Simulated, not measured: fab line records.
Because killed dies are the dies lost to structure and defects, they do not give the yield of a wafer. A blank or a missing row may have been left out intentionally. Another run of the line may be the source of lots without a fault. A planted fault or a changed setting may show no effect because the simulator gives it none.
fab line records -- flow gf180mcu
record lots=6, wafers=18, lastDay=34
route steps=602 shown M4@457
lots untouched by any fault: they come from a run of this same line in which no faults occurred
startH: hours from the record's first day to the start of the lot's first wafer shown -- waitH: hours since the lot's step before -- " unchanged from the row above -- L1.1+2: several wafers, shown together as one row -- - no value, or no start given -- * or withheld: withheld -- < > ~ a bound
route shown NAME@n: a module of which the file shows steps, and the number in the route of the first -- usual: mean/standard deviation of fault-free wafers -- same: alike in all rows -- chamber/n: place in a boat -- sites: each site's reading -- _std_site: their standard deviation -- _edge_site: mean of outer sites minus mean of inner sites -- radiusMm: how far each site lies from the wafer's centre -- mask NAME#n: copy n -- behind: the tool/chamber that last shaped the wafer -- hold: cause of the lot's hold/its duration in hours/its outcome -- device: the transistor (n, p or np) that didn't switch -- end of line: the route-end tests of the same wafers -- a step without rows: its recipe alone -- killed: dies lost to structure and defects at the first sort, not the wafer's yield -- map: a wafer's dies, marking killed ones x, the rest . and places with no die _
set.NAME: the setting that was run; set.NAME@STEP: the one run at that earlier step -- model.NAME: the simulator's own value behind a step, which no gauge read
lots at some steps of the route; a table a step, a row a wafer
services: from which hour (startH, from the record's first day; less than 0 if before it) a tool's chamber was out of use, for how many hours, and why
## steps
# step GF_M4_SPUTTER_01
# recipe material=TiN, targetThkNm=30, powerW=6500, timeS=25, chamberPressurePa=0.4
# usual chamberPressurePa=0.4000/0.00082, throttleValvePct=29.8/1.1
lot.wafer,tool,chamber,startH,waitH,chamberPressurePa,throttleValvePct
L704.1,pvdSputter-03,-,560.28,0.1,0.3997,28.8
L704.2,pvdSputter-03,-,560.28,0.1,0.3993,30.3
L704.6,pvdSputter-03,-,560.28,0.1,0.4005,28.5
L705.2,pvdSputter-04,-,572.87,0.1,0.4003,30.4
L705.3,pvdSputter-04,-,572.87,0.1,0.4001,30.4
L705.4,pvdSputter-04,-,572.87,0.1,0.3995,29.5
L707.1,pvdSputter-03,-,582.42,0.1,0.4009,30.1
L707.2,pvdSputter-03,-,582.42,0.1,0.3986,28.4
L707.4,pvdSputter-03,-,582.42,0.1,0.3997,32.3
L708.3,pvdSputter-03,-,601.11,0.1,0.3987,30.2
L708.4,pvdSputter-03,-,601.11,0.1,0.3998,32.2
L708.6,pvdSputter-03,-,601.11,0.1,0.3979,28.6
L720.2,pvdSputter-03,-,680.36,0.1,0.4000,28.6
L720.3,pvdSputter-03,-,680.36,0.1,0.4004,30.4
L720.5,pvdSputter-03,-,680.36,0.1,0.4019,30.0
L721.2,pvdSputter-03,-,686.82,0.1,0.4005,30.5
L721.4,pvdSputter-03,-,686.82,0.1,0.3995,31.9
L721.6,pvdSputter-03,-,686.82,0.1,0.4019,28.5
# step GF_M4_SPUTTER_02
# recipe material=AlCu, targetThkNm=450, powerW=10600, timeS=23.9, chamberPressurePa=0.4
# usual chamberPressurePa=0.4000/0.00087, throttleValvePct=29.9/1.1
lot.wafer,tool,chamber,startH,waitH,chamberPressurePa,throttleValvePct
L704.1,pvdSputter-03,-,560.31,0.0,0.3985,28.6
L704.2,pvdSputter-03,-,560.31,0.0,0.4003,30.3
L704.6,pvdSputter-03,-,560.31,0.0,0.4000,28.7
L705.2,pvdSputter-04,-,572.90,0.0,0.4001,30.5
L705.3,pvdSputter-04,-,572.90,0.0,0.3995,30.5
L705.4,pvdSputter-04,-,572.90,0.0,0.4007,29.3
L707.1,pvdSputter-03,-,582.45,0.0,0.4004,30.5
L707.2,pvdSputter-03,-,582.45,0.0,0.3990,28.8
L707.4,pvdSputter-03,-,582.45,0.0,0.4002,32.4
L708.3,pvdSputter-03,-,601.14,0.0,0.3991,30.0
L708.4,pvdSputter-03,-,601.14,0.0,0.4004,32.1
L708.6,pvdSputter-03,-,601.14,0.0,0.4015,28.3
L720.2,pvdSputter-03,-,680.39,0.0,0.3998,28.3
L720.3,pvdSputter-03,-,680.39,0.0,0.3996,30.4
L720.5,pvdSputter-03,-,680.39,0.0,0.3996,30.3
L721.2,pvdSputter-03,-,686.85,0.0,0.4009,30.4
L721.4,pvdSputter-03,-,686.85,0.0,0.3994,32.1
L721.6,pvdSputter-03,-,686.85,0.0,0.3996,28.5
# step GF_M4_SPUTTER_03
# recipe material=Ti, targetThkNm=10, substrateTempC=300, chamberPressurePa=0.3, powerW=3000, timeS=6.7
# usual chamberPressurePa=0.3001/0.00058, throttleValvePct=29.9/1.1
lot.wafer,tool,chamber,startH,waitH,chamberPressurePa,throttleValvePct
L704.1,pvdSputter-03,-,560.34,0.0,0.2997,28.6
L704.2,pvdSputter-03,-,560.34,0.0,0.2994,30.3
L704.6,pvdSputter-03,-,560.34,0.0,0.3006,28.6
L705.2,pvdSputter-04,-,572.93,0.0,0.3004,30.5
L705.3,pvdSputter-04,-,572.93,0.0,0.2996,30.3
L705.4,pvdSputter-04,-,572.93,0.0,0.2994,29.2
L707.1,pvdSputter-03,-,582.48,0.0,0.2995,30.5
L707.2,pvdSputter-03,-,582.48,0.0,0.2994,28.4
L707.4,pvdSputter-03,-,582.48,0.0,0.2993,32.0
L708.3,pvdSputter-03,-,601.17,0.0,0.3008,30.3
L708.4,pvdSputter-03,-,601.17,0.0,0.3004,32.1
L708.6,pvdSputter-03,-,601.17,0.0,0.3002,28.5
L720.2,pvdSputter-03,-,680.42,0.0,0.3004,28.7
L720.3,pvdSputter-03,-,680.42,0.0,0.2997,30.4
L720.5,pvdSputter-03,-,680.42,0.0,0.3013,30.3
L721.2,pvdSputter-03,-,686.88,0.0,0.3005,30.7
L721.4,pvdSputter-03,-,686.88,0.0,0.2989,32.2
L721.6,pvdSputter-03,-,686.88,0.0,0.3003,28.4
# step GF_M4_SPUTTER_04
# recipe material=TiN, targetThkNm=50, powerW=6500, timeS=41.7, chamberPressurePa=0.3818
# usual chamberPressurePa=0.3818/0.00081, throttleValvePct=29.9/1.1
lot.wafer,tool,chamber,startH,waitH,chamberPressurePa,throttleValvePct
L704.1,pvdSputter-03,-,560.36,0.0,0.3822,28.6
L704.2,pvdSputter-03,-,560.36,0.0,0.3827,30.4
L704.6,pvdSputter-03,-,560.36,0.0,0.3827,28.6
L705.2,pvdSputter-04,-,572.95,0.0,0.3819,30.7
L705.3,pvdSputter-04,-,572.95,0.0,0.3809,30.4
L705.4,pvdSputter-04,-,572.95,0.0,0.3822,29.5
L707.1,pvdSputter-03,-,582.50,0.0,0.3806,30.2
L707.2,pvdSputter-03,-,582.50,0.0,0.3814,28.6
L707.4,pvdSputter-03,-,582.50,0.0,0.3803,31.9
L708.3,pvdSputter-03,-,601.19,0.0,0.3817,29.9
L708.4,pvdSputter-03,-,601.19,0.0,0.3819,32.1
L708.6,pvdSputter-03,-,601.19,0.0,0.3829,28.7
L720.2,pvdSputter-03,-,680.44,0.0,0.3822,28.9
L720.3,pvdSputter-03,-,680.44,0.0,0.3823,30.5
L720.5,pvdSputter-03,-,680.44,0.0,0.3812,30.4
L721.2,pvdSputter-03,-,686.90,0.0,0.3810,30.3
L721.4,pvdSputter-03,-,686.90,0.0,0.3818,32.1
L721.6,pvdSputter-03,-,686.90,0.0,0.3833,28.7
# step GF_M4_RS_MEAS_05
# recipe thkMeasGauge=four-point-probe, reads=TiN_of_M4_SPUTTER_04+Ti_of_M4_SPUTTER_03+AlCu_of_M4_SPUTTER_02+TiN_of_M4_SPUTTER_01+Ti_of_M4_SPUTTER_00
# usual M4_ALCU_RS=0.0700/0.00077
lot.wafer,tool,chamber,startH,waitH,M4_ALCU_RS[ohm/sq]
L704.1,filmMetro-02,-,560.40,0.0,0.0695
L704.2,filmMetro-02,-,560.40,0.0,0.0705
L704.6,filmMetro-02,-,560.40,0.0,0.0694
L705.2,filmMetro-03,-,573.01,0.0,0.0697
L705.3,filmMetro-03,-,573.01,0.0,0.0702
L705.4,filmMetro-03,-,573.01,0.0,0.0696
L707.1,filmMetro-02,-,582.54,0.0,0.0710
L707.2,filmMetro-02,-,582.54,0.0,0.0701
L707.4,filmMetro-02,-,582.54,0.0,0.0703
L708.3,filmMetro-04,-,601.27,0.1,0.0696
L708.4,filmMetro-04,-,601.27,0.1,0.0694
L708.6,filmMetro-04,-,601.27,0.1,0.0688
L720.2,filmMetro-03,-,680.50,0.0,0.0713
L720.3,filmMetro-03,-,680.50,0.0,0.0722
L720.5,filmMetro-03,-,680.50,0.0,0.0718
L721.2,filmMetro-04,-,686.96,0.0,0.0708
L721.4,filmMetro-04,-,686.96,0.0,0.0695
L721.6,filmMetro-04,-,686.96,0.0,0.0694
# step GF_M4_THK_MEAS_06
# recipe thkMeasGauge=xrf, reads=AlCu_of_M4_SPUTTER_02
# usual M4_ALCU_THK=454/5
lot.wafer,tool,chamber,startH,waitH,M4_ALCU_THK[nm]
L704.1,filmMetro-02,-,560.52,0.1,459
L704.2,filmMetro-02,-,560.52,0.1,451
L704.6,filmMetro-02,-,560.52,0.1,457
L705.2,filmMetro-03,-,573.12,0.1,456
L705.3,filmMetro-03,-,573.12,0.1,452
L705.4,filmMetro-03,-,573.12,0.1,453
L707.1,filmMetro-02,-,582.66,0.1,448
L707.2,filmMetro-02,-,582.66,0.1,454
L707.4,filmMetro-02,-,582.66,0.1,451
L708.3,filmMetro-04,-,601.37,0.1,458
L708.4,filmMetro-04,-,601.37,0.1,458
L708.6,filmMetro-04,-,601.37,0.1,459
L720.2,filmMetro-03,-,680.61,0.1,446
L720.3,filmMetro-03,-,680.61,0.1,442
L720.5,filmMetro-03,-,680.61,0.1,443
L721.2,filmMetro-04,-,687.07,0.1,453
L721.4,filmMetro-04,-,687.07,0.1,462
L721.6,filmMetro-04,-,687.07,0.1,463
# step GF_M4_DEHYDRATE_07
# recipe tempC=200, timeS=60
# step GF_M4_HMDS_08
# recipe primeTimeS=60, primeTempC=120
# step GF_M4_COAT_09
# recipe resist=KrF, spinRpm=withheld, resistThkNm=1000
# step GF_M4_SOFTBAKE_10
# recipe tempC=130, timeS=60, resist=KrF
# step GF_M4_EXPOSE_11
# recipe maskId=Metal4, targetCdNm=280, na=0.68, sourceShape=conventional, sigmaOuter=0.6, doseMj=28
# step GF_M4_PEB_12
# recipe pebTempC=135, pebTimeS=90, resist=KrF
# step GF_M4_DEVELOP_13
# recipe developTimeS=60, devTempC=21
# usual chillPlateTempC=23.01/0.1, developTimeS=60/0
lot.wafer,tool,chamber,startH,waitH,chillPlateTempC,developTimeS,model.KrF_of_M4_COAT_09.thkNm
L704.1,lithoTrack-02,0,581.40,0.2,23.07,60,985.4
L704.2,lithoTrack-02,0,581.40,0.2,22.89,60,988
L704.6,lithoTrack-02,0,581.40,0.2,23.08,60,987
L705.2,lithoTrack-02,0,593.73,0.2,23.06,60,981.1
L705.3,lithoTrack-02,0,593.73,0.2,23.13,60,983.6
L705.4,lithoTrack-02,0,593.73,0.2,23.10,60,983.9
L707.1,lithoTrack-02,-,603.65,0.2,-,-,1003
L707.2,lithoTrack-02,-,603.65,0.2,-,-,1003
L707.4,lithoTrack-02,-,603.65,0.2,-,-,1003
L708.3,lithoTrack-03,-,620.53,0.1,-,-,998
L708.4,lithoTrack-03,-,620.53,0.1,-,-,997.9
L708.6,lithoTrack-03,-,620.53,0.1,-,-,997.9
L720.2,lithoTrack-01,0,698.62,0.2,22.94,60,984.6
L720.3,lithoTrack-01,0,698.62,0.2,23.06,60,984.9
L720.5,lithoTrack-01,0,698.62,0.2,23.06,60,985.3
L721.2,lithoTrack-03,0,705.60,0.2,23.04,60,989.7
L721.4,lithoTrack-03,0,705.60,0.2,23.02,60,988.9
L721.6,lithoTrack-03,0,705.60,0.2,23.12,60,990.4
# step GF_M4_CD_MEAS_14
# recipe targetCdNm=280
# usual cdNm=280.6/1.3
lot.wafer,tool,chamber,startH,waitH,cdNm
L704.1,cdSem-01,-,581.55,0.1,279.6
L704.2,cdSem-01,-,581.55,0.1,280.5
L704.6,cdSem-01,-,581.55,0.1,281.3
L705.2,cdSem-01,-,593.87,0.1,279.6
L705.3,cdSem-01,-,593.87,0.1,281.2
L705.4,cdSem-01,-,593.87,0.1,281.1
L707.1,cdSem-01,-,603.80,0.1,-
L707.2,cdSem-01,-,603.80,0.1,-
L707.4,cdSem-01,-,603.80,0.1,-
L708.3,cdSem-02,-,620.67,0.1,-
L708.4,cdSem-02,-,620.67,0.1,-
L708.6,cdSem-02,-,620.67,0.1,-
L720.2,cdSem-02,-,698.77,0.1,281.9
L720.3,cdSem-02,-,698.77,0.1,280.2
L720.5,cdSem-02,-,698.77,0.1,280.4
L721.2,cdSem-01,-,705.74,0.1,282.1
L721.4,cdSem-01,-,705.74,0.1,281.5
L721.6,cdSem-01,-,705.74,0.1,281.4
## services
tool,chamber,startH,hours,kind
pvdSputter-04,2,575.76,-,consumableReplace:kit
pvdSputter-04,2,575.76,18.0,scheduledDown
pvdSputter-04,2,575.76,18.0,ventCycle
pvdSputter-03,3,602.19,-,consumableReplace:kit
pvdSputter-03,3,602.19,18.0,scheduledDown
pvdSputter-03,3,602.19,18.0,ventCycle
lithoTrack-03,-,614.00,-,consumableReplace:filter
pvdSputter-03,-,622.29,23.7,repair
pvdSputter-04,-,636.98,5.3,repair
pvdSputter-04,1,674.79,-,consumableReplace:kit
pvdSputter-04,1,674.79,18.0,scheduledDown
pvdSputter-04,1,674.79,18.0,ventCycle
## key
firstSign step=GF_M4_DEVELOP_13, reading=toolRecord, direction=missing
effect none on later readings
modelEffect step=GF_M4_DEVELOP_13, value=KrF_of_M4_COAT_09.thkNm, without=985.6, struck=1001
metAt GF_M4_DEVELOP_13
struckWafers L707.1,L707.2,L707.4,L708.3,L708.4,L708.6
laterRowsLeftOut L707.1,L707.2,L707.4,L708.3,L708.4,L708.6
sortLeftOut L707.1,L707.2,L707.4,L708.3,L708.4,L708.6
onsetBetween 593.73 603.65
fault kind=skippedStepWhole, tool=lithoTrack-02,lithoTrack-03, chamber=-, onsetH=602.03, steps=GF_M4_DEVELOP_13, scope=struckLotsOnly
# sortLeftOut: the simulated sort isn't trusted on such a fault, so these wafers' sort isn't shown, and their yield isn't known
# laterRowsLeftOut: the simulator's readings of these wafers behind a module that went badly wrong aren't trusted and aren't shown, but for the sort
